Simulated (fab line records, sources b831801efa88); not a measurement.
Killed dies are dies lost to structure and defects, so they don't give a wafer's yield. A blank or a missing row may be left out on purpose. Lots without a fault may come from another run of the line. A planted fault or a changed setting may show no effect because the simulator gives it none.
One fault seen from 2 desks | flow sky130 | each desk has only its own numbers; what lay behind them comes last

THE TOOL OWNER'S DESK: iline_stepper-02
The tool's own readings at SKY_LDD_N_EXPOSE_04 (exposes mask NTM, target cd 840 nm): means of the sampled wafers that have a number, for each lot that ran on this tool. A lot is out of limits, marked OUT, if its mean lies more than 4 standard deviations from the usual mean; the brackets give that distance.
Columns: A = exposure_dose_mJ_cm2 at SKY_LDD_N_EXPOSE_04, usual 110.00; B = stage_vel_mm_s at SKY_LDD_N_EXPOSE_04, usual 500.01 mm/s
lot  | first seen here | A      | B
L928 | day 18 06:02    | 110.03 | 499.81
L929 | day 19 01:56    | 110.04 | 499.39
L931 | day 19 14:37    | 109.98 | 499.78
L933 | day 20 09:10    | 110.17 | 500.15
L937 | day 22 00:01    | 109.91 | 500.14
L938 | day 22 06:10    | 110.03 | 499.78
This desk's finding: nothing out of limits on any of the 6 lots.

THE METROLOGY DESK
What the gauges read, lot by lot, whatever tool the lot ran on: means of the sampled wafers that have a number. A lot is out of limits, marked OUT, if its mean lies more than 4 standard deviations from the usual mean; the brackets give that distance.
Columns: A = cd_nm at SKY_SONOS_ONO_CD_MEAS_13, usual 410.4 nm; B = LDD_N_OVL at SKY_LDD_N_OVL_MEAS_07, usual -0.3 nm; C = LDD_N_TW at SKY_LDD_N_TW_MEAS_17, usual 2579
lot  | first seen here | A     | B              | C
L928 | day 13 16:39    | 405.9 | 0.6            | 2554
L929 | day 14 07:17    | 410.3 | -0.8           | 2555
L930 | day 14 12:33    | 410.5 | -1.1           | 2591
L931 | day 14 18:21    | 412.3 | 72.4 (+61) OUT | 2596
L932 | day 15 01:35    | 410.1 | -0.7           | 2594
L933 | day 15 10:11    | 407.2 | 73.5 (+61) OUT | 2576
L937 | day 16 20:56    | 409.4 | 73.5 (+61) OUT | 2590
L938 | day 17 03:16    | 411.8 | 73.7 (+62) OUT | 2546
L942 | day 18 18:36    | 410.7 | -0.6           | 2603
L944 | day 19 19:01    | 409.4 | -0.1           | 2587
L946 | day 20 08:39    | 414.6 | -0.3           | 2593
L949 | day 21 09:26    | 410.9 | 0.8            | 2568
This desk's finding: out of limits on L931, L933, L937, L938; first on L931, day 20 06:41 (LDD_N_OVL at SKY_LDD_N_OVL_MEAS_07). In limits: L928, L929, L930, L932, L942, L944, L946, L949.

PUT TOGETHER
The metrology desk could have raised an alarm at day 20 06:41, on L931, L933, L937, L938.
The tool owner's desk saw nothing out of limits.
The tool owner's desk has L931, L933, L937, L938 on record, within its limits.
Of the lots named, all ran SKY_LDD_N_EXPOSE_04 on iline_stepper-02.

WHAT THE SIMULATOR HAD PUT IN
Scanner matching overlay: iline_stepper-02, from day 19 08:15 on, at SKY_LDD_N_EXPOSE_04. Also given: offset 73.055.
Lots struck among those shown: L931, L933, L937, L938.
Hours from the fault's start to each desk's first reading out of limits: the metrology desk, 22.
